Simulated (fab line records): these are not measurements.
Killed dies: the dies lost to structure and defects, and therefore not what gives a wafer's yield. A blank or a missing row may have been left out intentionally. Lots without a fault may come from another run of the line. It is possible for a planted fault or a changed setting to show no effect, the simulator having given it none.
fab line records	flow sky130
record: lots: 7	wafers: 21	last-day: 50
route steps=708 shown VIA2@522 METAL3@532 CAPM@537
lots that met no fault: taken from a fault-free run of the same line
start-h: the number of hours between the record's first day and the start of the first shown wafer of the lot	wait-h: hours from the lot's prior step to this one	" as in the row above	L1.1+2: several wafers, shown together as one row	- either no value or no given start	* or withheld: withheld	< > ~ a bound
route shown NAME@n: names a module that has steps shown in the file, with the first one's number in the route	usual: mean/standard deviation taken from wafers without a fault	same: alike in all rows	chamber/n: place in a boat	sites: per-site readings	_std_site: how widely they spread, as a standard deviation	_edge_site: inner sites' mean taken away from outer sites' mean	radius-mm: for every site, how far away it sits from the centre of the wafer	mask NAME#n: copy n	behind: the tool/chamber that last shaped the wafer	hold: what put the lot on hold/how long, in hours/how the hold closed	device: the transistor (n, p or np) that didn't switch	end of line: the tests these same wafers got at the end of their route	step lacking rows: just its recipe	killed: dies lost to structure and defects at the first sort, not the wafer's yield	map: the dies of a wafer, with x for killed, . for not killed, _ for no die there
set.NAME: setting as actually run; set.NAME@STEP: the setting as run at that earlier step	model.NAME: the simulator's own value behind a step, which no gauge read
lots at selected steps of the route; one table per step, one row per wafer
services: a tool's chamber out of use, with start hour (start-h, from the record's first day; less than 0 if before it), hours out, and reason
== steps ==
step: SKY_VIA2_ETCH_15
recipe: target: SiO2	chemistry: C4F8/O2/Ar	target-depth-nm: 546	stop-on: TiN	mask-material: KrF-thick	source-w: 1500	bias-w: 1200	pressure-mtorr: 40	c4f8-flow-sccm: withheld	O2_flow_sccm: 6	Ar_flow_sccm: 300	time-s: 84
step: SKY_VIA2_STRIP_16
recipe: chemistry: O2/N2	power-w: 1400	pressure-mtorr: 1500	platen-temp-c: withheld	o2-flow-sccm: 3000	n2-flow-sccm: 300	overash-fraction: 0.5
step: SKY_VIA2_STRIP_17
recipe: chemistry: post-etch-residue-remover	time-s: 1200	temp-c: 72.5
step: SKY_VIA2_CLEAN_18
recipe: chemistry: IPA	time-s: 180	temp-c: 25
step: SKY_VIA2_CLEAN_19
recipe: chemistry: O3/DIW	dry: n2-spin
step: SKY_VIA2_SPUTTER_20
recipe: material: TiN	target-thk-nm: 20	chamber-pressure-pa: 5	power-w: 4000	time-s: 80
step: SKY_VIA2_CVD_21
recipe: material: W	target-thk-nm: 420	time-s: 126.4	temp-c: 400	pressure-torr: 40
usual: heater-power-w: 831/52
lot.wafer	tool	chamber	start-h	wait-h	heater-power-w
L788.3	cvd-w-02	1	867.80	0.1	895
L788.5	"	0	"	"	764
L788.6	"	1	"	"	892
L791.2	cvd-w-01	1	888.09	0.0	866
L791.3	"	0	"	"	803
L791.6	"	0	"	"	819
L792.1	cvd-w-02	0	890.92	0.0	770
L792.5	"	1	"	"	913
L792.6	"	0	"	"	785
L793.1	cvd-w-02	0	897.00	0.0	761
L793.2	"	1	"	"	891
L793.6	"	1	"	"	876
L808.1	cvd-w-02	1	991.71	0.0	868
L808.3	"	0	"	"	788
L808.4	"	1	"	"	886
L809.2	cvd-w-02	0	999.65	0.1	773
L809.5	"	0	"	"	785
L809.6	"	0	"	"	770
L810.1	cvd-w-01	0	1007.17	0.0	831
L810.2	"	1	"	"	844
L810.3	"	0	"	"	803
step: SKY_VIA2_RS_MEAS_22
recipe: thk-meas-gauge: four-point-probe	reads: W_of_VIA2_CVD_21+TiN_of_VIA2_SPUTTER_20
usual: VIA2_W_RS: 0.273/0.0037
lot.wafer	tool	chamber	start-h	wait-h	VIA2_W_RS[ohm/sq]
L788.3	film-metro-03	-	867.93	0.1	0.281
L788.5	"	-	"	"	0.274
L788.6	"	-	"	"	0.279
L791.2	film-metro-04	-	888.24	0.1	0.268
L791.3	"	-	"	"	0.265
L791.6	"	-	"	"	0.267
L792.1	film-metro-04	-	891.05	0.1	0.272
L792.5	"	-	"	"	0.271
L792.6	"	-	"	"	0.270
L793.1	film-metro-03	-	897.13	0.1	0.271
L793.2	"	-	"	"	0.275
L793.6	"	-	"	"	0.276
L808.1	film-metro-03	-	991.84	0.1	0.277
L808.3	"	-	"	"	0.272
L808.4	"	-	"	"	0.279
L809.2	film-metro-04	-	999.89	0.2	0.273
L809.5	"	-	"	"	0.273
L809.6	"	-	"	"	0.274
L810.1	film-metro-02	-	1007.30	0.1	0.273
L810.2	"	-	"	"	0.282
L810.3	"	-	"	"	0.275
step: SKY_VIA2_THK_MEAS_23
recipe: thk-meas-gauge: xrf	reads: W_of_VIA2_CVD_21
usual: VIA2_W_THK: 418/7.4
lot.wafer	tool	chamber	start-h	wait-h	VIA2_W_THK[nm]
L788.3	film-metro-03	-	868.03	0.1	407
L788.5	"	-	"	"	415
L788.6	"	-	"	"	408
L791.2	film-metro-04	-	888.35	0.1	429
L791.3	"	-	"	"	436
L791.6	"	-	"	"	430
L792.1	film-metro-04	-	891.17	0.1	422
L792.5	"	-	"	"	422
L792.6	"	-	"	"	427
L793.1	film-metro-03	-	897.25	0.1	420
L793.2	"	-	"	"	415
L793.6	"	-	"	"	413
L808.1	film-metro-03	-	991.96	0.1	414
L808.3	"	-	"	"	421
L808.4	"	-	"	"	408
L809.2	film-metro-04	-	1000.00	0.1	414
L809.5	"	-	"	"	419
L809.6	"	-	"	"	416
L810.1	film-metro-02	-	1007.42	0.1	409
L810.2	"	-	"	"	395
L810.3	"	-	"	"	407
step: SKY_VIA2_CMP_24
recipe: stop-on: SiO2	t-overpolish-s: 20	down-force-psi: 3.5	platen-rpm: 60	target-thk-nm: 0	pad-velocity-m-s: 0.94248
usual: motor-current-A: 10.9/1	overpolish-run-s: 20.002/0.0093	time-to-endpoint-s: 102/3.6
lot.wafer	tool	chamber	start-h	wait-h	motor-current-A	overpolish-run-s	time-to-endpoint-s
L788.3	cmp-01	0	868.12	0.1	12.7	20.005	97
L788.6	"	3	"	"	10.3	20.002	96
L788.5	"	0	"	"	12.4	19.996	103
L791.3	cmp-01	1	888.40	0.0	10.6	19.990	106
L791.2	"	3	"	"	10.2	20.002	100
L791.6	"	2	"	"	12.7	19.992	102
L792.1	cmp-02	1	891.38	0.2	10.5	20.003	106
L792.6	"	2	"	"	9.8	20.006	104
L792.5	"	3	"	"	10.2	19.996	106
L793.1	cmp-01	2	897.31	0.1	12.9	20.000	101
L793.2	"	0	"	"	12.1	20.007	94
L793.6	"	3	"	"	11.3	19.997	97
L808.4	cmp-02	0	992.05	0.0	10.5	19.990	102
L808.1	"	1	"	"	10.6	19.997	103
L808.3	"	3	"	"	10.0	20.024	107
L809.2	cmp-01	0	1000.20	0.2	12.5	20.019	96
L809.6	"	1	"	"	10.1	20.005	102
L809.5	"	2	"	"	12.2	20.013	103
L810.1	cmp-01	0	1007.48	0.1	12.4	19.990	103
L810.3	"	1	"	"	11.2	20.001	102
L810.2	"	2	"	"	11.9	20.003	99
step: SKY_METAL3_SPUTTER_00
recipe: material: Ti	target-thk-nm: 15	power-w: 3000	time-s: 10	chamber-pressure-pa: 0.4
usual: throttle-valve-pct: 30.4/1.3
lot.wafer	tool	chamber	start-h	wait-h	throttle-valve-pct
L788.3	pvd-sputter-03	-	868.37	0.2	31.4
L788.5	"	-	"	"	32.9
L788.6	"	-	"	"	29.6
L791.2	pvd-sputter-02	-	888.70	0.1	30.6
L791.3	"	-	"	"	28.8
L791.6	"	-	"	"	32.0
L792.1	pvd-sputter-02	-	891.53	0.1	31.4
L792.5	"	-	"	"	32.1
L792.6	"	-	"	"	31.1
L793.1	pvd-sputter-02	-	897.61	0.2	29.3
L793.2	"	-	"	"	31.2
L793.6	"	-	"	"	32.2
L808.1	pvd-sputter-02	-	992.35	0.2	28.9
L808.3	"	-	"	"	30.4
L808.4	"	-	"	"	32.1
L809.2	pvd-sputter-04	-	1000.35	0.1	29.6
L809.5	"	-	"	"	28.4
L809.6	"	-	"	"	29.7
L810.1	pvd-sputter-02	-	1007.78	0.2	31.9
L810.2	"	-	"	"	30.1
L810.3	"	-	"	"	29.1
step: SKY_METAL3_SPUTTER_01
recipe: material: TiN	target-thk-nm: 20	power-w: 6500	time-s: 16.7	chamber-pressure-pa: 0.4
step: SKY_METAL3_SPUTTER_02
recipe: material: AlCu	target-thk-nm: 735	power-w: 10600	time-s: 39.1	chamber-pressure-pa: 0.4
usual: throttle-valve-pct: 30.5/1.3
lot.wafer	tool	chamber	start-h	wait-h	throttle-valve-pct	model.AlCu_of_METAL3_SPUTTER_02.thk-nm
L788.3	pvd-sputter-03	-	868.41	0.0	31.3	743.8
L788.5	"	-	"	"	33.2	741.6
L788.6	"	-	"	"	29.7	743.8
L791.2	pvd-sputter-02	-	888.75	0.0	30.2	1120
L791.3	"	-	"	"	28.8	713.8
L791.6	"	-	"	"	31.8	1113
L792.1	pvd-sputter-02	-	891.58	0.0	31.4	728.6
L792.5	"	-	"	"	32.0	731
L792.6	"	-	"	"	31.3	1121
L793.1	pvd-sputter-02	-	897.66	0.0	29.2	732.6
L793.2	"	-	"	"	31.2	1122
L793.6	"	-	"	"	32.0	1128
L808.1	pvd-sputter-02	-	992.40	0.0	28.9	741.8
L808.3	"	-	"	"	30.7	739.2
L808.4	"	-	"	"	31.9	743
L809.2	pvd-sputter-04	-	1000.40	0.0	29.7	724.5
L809.5	"	-	"	"	28.5	729.5
L809.6	"	-	"	"	30.0	724.5
L810.1	pvd-sputter-02	-	1007.83	0.0	32.0	736.5
L810.2	"	-	"	"	30.3	734.7
L810.3	"	-	"	"	29.2	734.6
step: SKY_METAL3_SPUTTER_03
recipe: material: Ti	target-thk-nm: 5	power-w: 3000	time-s: 3.3	chamber-pressure-pa: 0.4
step: SKY_METAL3_SPUTTER_04
recipe: material: TiN	target-thk-nm: 70	power-w: 6500	time-s: 58.3	chamber-pressure-pa: 0.4
step: SKY_CAPM_CVD_00
recipe: material: SiO2	target-thk-nm: 15.5	temp-c: 400	time-s: withheld	rf-w: 450
usual: heater-power-w: 678/110
lot.wafer	tool	chamber	start-h	wait-h	heater-power-w
L788.3	pecvd-01	1	868.52	0.0	642
L788.5	"	2	"	"	764
L788.6	"	0	"	"	600
L791.2	pecvd-03	0	888.86	0.0	676
L791.3	"	1	"	"	538
L791.6	"	0	"	"	680
L792.1	pecvd-04	0	891.68	0.0	750
L792.5	"	1	"	"	582
L792.6	"	2	"	"	840
L793.1	pecvd-04	0	897.76	0.0	733
L793.2	"	1	"	"	568
L793.6	"	0	"	"	724
L808.1	pecvd-04	2	992.52	0.0	961
L808.3	"	1	"	"	646
L808.4	"	1	"	"	651
L809.2	pecvd-01	1	1000.51	0.0	701
L809.5	"	1	"	"	698
L809.6	"	0	"	"	621
L810.1	pecvd-01	1	1007.93	0.0	639
L810.2	"	0	"	"	601
L810.3	"	2	"	"	798
step: SKY_CAPM_THK_MEAS_01
recipe: reads: SiO2_of_CAPM_CVD_00
usual: CAPM_CVD_00_THK: 15.36/0.22
lot.wafer	tool	chamber	start-h	wait-h	CAPM_CVD_00_THK[nm]
L788.3	film-metro-04	-	868.56	-	15.17
L788.5	"	-	"	"	15.66
L788.6	"	-	"	"	15.46
L791.2	film-metro-04	-	888.94	-	15.65
L791.3	"	-	"	"	15.18
L791.6	"	-	"	"	15.80
L792.1	film-metro-04	-	891.70	-	15.20
L792.5	"	-	"	"	15.63
L792.6	"	-	"	"	15.73
L793.1	film-metro-01	-	897.78	-	15.34
L793.2	"	-	"	"	15.29
L793.6	"	-	"	"	15.49
L808.1	film-metro-03	-	992.54	-	15.65
L808.3	"	-	"	"	15.56
L808.4	"	-	"	"	15.76
L809.2	film-metro-04	-	1000.54	-	15.19
L809.5	"	-	"	"	15.38
L809.6	"	-	"	"	15.53
L810.1	film-metro-03	-	1007.95	-	15.30
L810.2	"	-	"	"	15.20
L810.3	"	-	"	"	15.33
step: SKY_CAPM_SPUTTER_02
recipe: material: TiN	target-thk-nm: 200	temp-c: 300	power-w: 6500	time-s: 166.7	chamber-pressure-pa: 0.4
usual: throttle-valve-pct: 30.4/1.4
lot.wafer	tool	chamber	start-h	wait-h	throttle-valve-pct
L788.3	pvd-sputter-02	-	868.60	0.0	30.4
L788.5	"	-	"	"	29.0
L788.6	"	-	"	"	30.4
L791.2	pvd-sputter-02	-	888.99	0.0	29.2
L791.3	"	-	"	"	30.3
L791.6	"	-	"	"	30.4
L792.1	pvd-sputter-01	-	891.76	0.1	27.4
L792.5	"	-	"	"	31.3
L792.6	"	-	"	"	31.2
L793.1	pvd-sputter-01	-	897.84	0.1	27.7
L793.2	"	-	"	"	30.2
L793.6	"	-	"	"	31.1
L808.1	pvd-sputter-03	-	992.60	0.1	29.0
L808.3	"	-	"	"	31.1
L808.4	"	-	"	"	33.1
L809.2	pvd-sputter-02	-	1000.59	0.0	29.1
L809.5	"	-	"	"	31.1
L809.6	"	-	"	"	30.7
L810.1	pvd-sputter-03	-	1008.01	0.1	29.6
L810.2	"	-	"	"	31.4
L810.3	"	-	"	"	29.2
step: SKY_CAPM_RS_MEAS_03
recipe: thk-meas-gauge: four-point-probe	reads: TiN_of_CAPM_SPUTTER_02
usual: CAPM_TIN_RS: 6.94/0.062
lot.wafer	tool	chamber	start-h	wait-h	CAPM_TIN_RS[ohm/sq]
L788.3	film-metro-04	-	868.75	0.1	7.03
L788.5	"	-	"	"	6.98
L788.6	"	-	"	"	7.04
L791.2	film-metro-04	-	889.12	0.1	6.89
L791.3	"	-	"	"	6.99
L791.6	"	-	"	"	6.99
L792.1	film-metro-03	-	891.87	0.1	6.88
L792.5	"	-	"	"	6.87
L792.6	"	-	"	"	6.84
L793.1	film-metro-04	-	897.95	0.1	6.97
L793.2	"	-	"	"	6.89
L793.6	"	-	"	"	6.90
L808.1	film-metro-01	-	992.71	0.1	6.98
L808.3	"	-	"	"	6.98
L808.4	"	-	"	"	6.93
L809.2	film-metro-04	-	1000.72	0.1	6.85
L809.5	"	-	"	"	6.77
L809.6	"	-	"	"	6.83
L810.1	film-metro-04	-	1008.12	0.1	7.00
L810.2	"	-	"	"	7.02
L810.3	"	-	"	"	6.99
step: SKY_CAPM_THK_MEAS_04
recipe: thk-meas-gauge: xrf	reads: TiN_of_CAPM_SPUTTER_02
usual: CAPM_TIN_THK: 201.3/2.1
lot.wafer	tool	chamber	start-h	wait-h	CAPM_TIN_THK[nm]
L788.3	film-metro-04	-	868.85	0.1	197.9
L788.5	"	-	"	"	199.4
L788.6	"	-	"	"	196.5
L791.2	film-metro-04	-	889.23	0.1	203.0
L791.3	"	-	"	"	199.9
L791.6	"	-	"	"	199.3
L792.1	film-metro-03	-	891.99	0.1	203.3
L792.5	"	-	"	"	203.1
L792.6	"	-	"	"	204.4
L793.1	film-metro-04	-	898.07	0.1	199.3
L793.2	"	-	"	"	202.3
L793.6	"	-	"	"	200.9
L808.1	film-metro-01	-	992.83	0.1	200.3
L808.3	"	-	"	"	200.0
L808.4	"	-	"	"	201.2
L809.2	film-metro-04	-	1000.83	0.1	204.7
L809.5	"	-	"	"	206.3
L809.6	"	-	"	"	204.3
L810.1	film-metro-04	-	1008.24	0.1	198.3
L810.2	"	-	"	"	199.0
L810.3	"	-	"	"	200.3
step: SKY_CAPM_DEHYDRATE_05
recipe: temp-c: 200	time-s: 60
step: SKY_CAPM_HMDS_06
recipe: prime-time-s: 60	prime-temp-c: 120
step: SKY_CAPM_COAT_07
recipe: resist: NOVOLAK	spin-rpm: 3000	resist-thk-nm: 1140
step: SKY_CAPM_SOFTBAKE_08
recipe: temp-c: 90	time-s: 60	resist: NOVOLAK
step: SKY_CAPM_EXPOSE_09
recipe: mask-id: CAPM	na: 0.6	source-shape: conventional	sigma-outer: 0.6	polarization: unpolarized	target-cd-nm: 1000	dose-mj: 159
step: SKY_CAPM_PEB_10
recipe: temp-c: withheld	time-s: *	resist: NOVOLAK
step: SKY_CAPM_DEVELOP_11
recipe: resist: NOVOLAK	developer: TMAH	develop-time-s: 60	dev-temp-c: 23
step: SKY_CAPM_OVL_MEAS_12
usual: CAPM_OVL: 0.2/1.3
lot.wafer	tool	chamber	start-h	wait-h	CAPM_OVL[nm]
L788.3	overlay-01	-	894.76	0.1	0.5
L788.5	"	-	"	"	0.0
L788.6	"	-	"	"	-0.7
L791.2	overlay-01	-	914.04	0.1	-0.7
L791.3	"	-	"	"	-1.7
L791.6	"	-	"	"	-0.9
L792.1	overlay-02	-	917.06	0.1	1.9
L792.5	"	-	"	"	3.2
L792.6	"	-	"	"	1.0
L793.1	overlay-02	-	922.06	0.1	-1.1
L793.2	"	-	"	"	-2.4
L793.6	"	-	"	"	-0.7
L808.1	overlay-02	-	1016.45	0.1	1.8
L808.3	"	-	"	"	1.7
L808.4	"	-	"	"	1.9
L809.2	overlay-02	-	1023.72	0.1	2.7
L809.5	"	-	"	"	2.0
L809.6	"	-	"	"	-0.2
L810.1	overlay-02	-	1030.57	0.1	0.2
L810.2	"	-	"	"	-0.1
L810.3	"	-	"	"	0.5
step: SKY_CAPM_METAL_ETCH_13
recipe: target-depth-nm: 220	stop-on: SiO2	chemistry: Cl2/BCl3	target: TiN	pressure-mtorr: 10	icp-w: 900	bias-w: 48.5	Cl2_flow_sccm: 60	bcl3-flow-sccm: 30	time-s: 62.9
step: SKY_CAPM_STRIP_14
recipe: chemistry: O2/N2	power-w: 1400	pressure-mtorr: 1500	platen-temp-c: withheld	o2-flow-sccm: 3000	n2-flow-sccm: 300	overash-fraction: 0.5
step: SKY_CAPM_STRIP_15
recipe: chemistry: post-etch-residue-remover	time-s: 1200	temp-c: 72.5
step: SKY_CAPM_CLEAN_16
recipe: chemistry: IPA	time-s: 180	temp-c: 25
step: SKY_CAPM_CLEAN_17
recipe: chemistry: O3/DIW	dry: n2-spin
step: SKY_METAL3_DEHYDRATE_05
recipe: temp-c: 200	time-s: 60
step: SKY_METAL3_HMDS_06
recipe: prime-time-s: 60	prime-temp-c: 120
step: SKY_METAL3_COAT_07
recipe: resist: BARC	temp-c: withheld	time-s: withheld	spin-rpm: 3000	resist-thk-nm: 60
step: SKY_METAL3_COAT_08
recipe: resist: KrF-thick	spin-rpm: 3000	resist-thk-nm: 1140
step: SKY_METAL3_SOFTBAKE_09
recipe: temp-c: 100	time-s: 90	resist: KrF-thick
step: SKY_METAL3_EXPOSE_10
recipe: mask-id: MM3	na: 0.68	source-shape: annular	sigma-inner: 0.4	sigma-outer: 0.8	target-cd-nm: 300	dose-mj: 28
step: SKY_METAL3_PEB_11
recipe: peb-temp-c: withheld	peb-time-s: withheld	resist: KrF-thick
step: SKY_METAL3_DEVELOP_12
recipe: develop-time-s: 60	resist: KrF-thick	dev-temp-c: 21
step: SKY_METAL3_CD_MEAS_13
recipe: target-cd-nm: 300
usual: cd-nm: 299.7/1.1
lot.wafer	tool	chamber	start-h	wait-h	cd-nm
L788.3	cd-sem-02	-	920.55	-	299.6
L788.5	"	-	"	"	299.7
L788.6	"	-	"	"	299.3
L791.2	cd-sem-02	-	939.17	-	299.1
L791.3	"	-	"	"	298.6
L791.6	"	-	"	"	299.1
L792.1	cd-sem-02	-	941.92	-	298.8
L792.5	"	-	"	"	299.8
L792.6	"	-	"	"	299.7
L793.1	cd-sem-02	-	946.87	-	298.3
L793.2	"	-	"	"	297.9
L793.6	"	-	"	"	299.5
L808.1	cd-sem-02	-	1039.97	-	299.5
L808.3	"	-	"	"	298.5
L808.4	"	-	"	"	298.4
L809.2	cd-sem-02	-	1047.39	-	300.6
L809.5	"	-	"	"	299.5
L809.6	"	-	"	"	299.8
L810.1	cd-sem-02	-	1053.65	-	300.8
L810.2	"	-	"	"	299.0
L810.3	"	-	"	"	299.0
step: SKY_METAL3_METAL_ETCH_18
recipe: target-depth-a: 8450	stop-on: SiO2	over-etch-frac: 0.3	time-s: 183.1	chemistry: Cl2/BCl3	resist-sidewall-deg: 88	pressure-mtorr: 10	icp-w: 900	bias-w: 48.5	Cl2_flow_sccm: 60	bcl3-flow-sccm: 30
usual: drypump-motor-current-A: 5.7/0.52	oes-product-au: 0.866/0.0061	throttle-valve-pct: 22.265/0.0078
lot.wafer	tool	chamber	start-h	wait-h	drypump-motor-current-A	oes-product-au	rf-hours-counter-h	throttle-valve-pct
L788.3	rie-metal-04	1	920.88	0.1	5.1	0.874	-	22.272
L788.5	"	1	"	"	5.1	0.867	-	22.265
L788.6	"	0	"	"	5.6	0.870	-	22.257
L791.2	rie-metal-04	1	939.46	0.0	5.0	0.988	5	22.266
L791.3	"	1	"	"	5.1	0.853	-	22.282
L791.6	"	0	"	"	5.6	0.987	-	22.263
L792.1	rie-metal-02	1	942.22	0.0	6.6	0.863	4	22.266
L792.5	"	0	"	"	5.2	0.866	-	22.260
L792.6	"	1	"	"	6.6	1.014	-	22.263
L793.1	rie-metal-04	0	947.21	0.0	5.6	0.866	9	22.259
L793.2	"	1	"	"	5.1	1.008	6	22.274
L793.6	"	1	"	"	5.1	1.014	-	22.271
L808.1	rie-metal-02	0	1040.27	0.0	5.2	0.868	7	22.272
L808.3	"	1	"	"	6.5	0.870	-	22.256
L808.4	"	0	"	"	5.2	0.863	-	22.247
L809.2	rie-metal-02	1	1047.67	0.0	6.5	0.865	10	22.258
L809.5	"	1	"	"	6.5	0.862	-	22.257
L809.6	"	0	"	"	5.2	0.856	-	22.266
L810.1	rie-metal-02	1	1053.95	0.0	6.5	0.870	11	22.276
L810.2	"	0	"	"	5.2	0.865	8	22.265
L810.3	"	0	"	"	5.2	0.865	-	22.264
== services ==
tool	chamber	start-h	hours	kind
cmp-01	-	853.36	0.3	repair
pecvd-04	-	875.72	1.6	repair
pecvd-01	0	876.66	22.8	repair
pecvd-04	-	880.27	1.0	repair
pvd-sputter-03	-	882.81	15.7	repair
pvd-sputter-03	-	884.85	2.9	repair
pecvd-04	-	885.27	6.0	pm
pecvd-01	2	900.01	4.2	repair
pecvd-04	1	913.38	22.6	repair
rie-metal-04	1	925.21	2.4	repair
cvd-w-02	-	934.93	2.8	pm
rie-metal-02	-	939.08	1.9	repair
pvd-sputter-03	-	958.76	12.5	repair
pecvd-01	2	974.28	5.2	repair
rie-metal-04	1	975.93	7.1	repair
cmp-01	-	991.06	3.6	repair
cvd-w-02	1	993.24	15.1	repair
cvd-w-02	-	995.53	2.2	repair
rie-metal-02	-	1035.55	1.0	repair
cmp-01	-	1036.35	3.8	repair
cmp-01	-	1036.82	4.3	repair
pecvd-01	1	1038.85	21.9	repair
cmp-01	-	1038.90	1.0	repair
pvd-sputter-03	-	1049.97	4.4	repair
== key ==
first-sign: step: SKY_METAL3_METAL_ETCH_18	reading: oes-product-au	direction: up	sigmas: 22	usual: 0.866	struck: 1.002
effect none on later readings
model-effect: step: SKY_METAL3_SPUTTER_02	value: AlCu_of_METAL3_SPUTTER_02.thk-nm	without: 727.9	struck: 1121
met-at SKY_METAL3_SPUTTER_02
struck-wafers L791.2,L791.6,L792.6,L793.2,L793.6
later-rows-left-out L791.2,L791.6,L792.6,L793.2,L793.6
sort-left-out L791.2,L791.6,L792.6,L793.2,L793.6
fault: kind: process-parameter-drift	tool: pvd-sputter-02	chamber: -	onset-h: 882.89	steps: SKY_METAL3_SPUTTER_02	channel: target-thk-nm	offset: 392.87	shape: step	end-h: 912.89	scope: struck-wafers-only	acts-in: these-recipes-only	stated: 735
sort-left-out: the simulated sort isn't trusted on such a fault, so these wafers' sort isn't shown, and their yield isn't known
later-rows-left-out: the simulator's readings of these wafers behind a module that went badly wrong aren't trusted and aren't shown, but for the sort
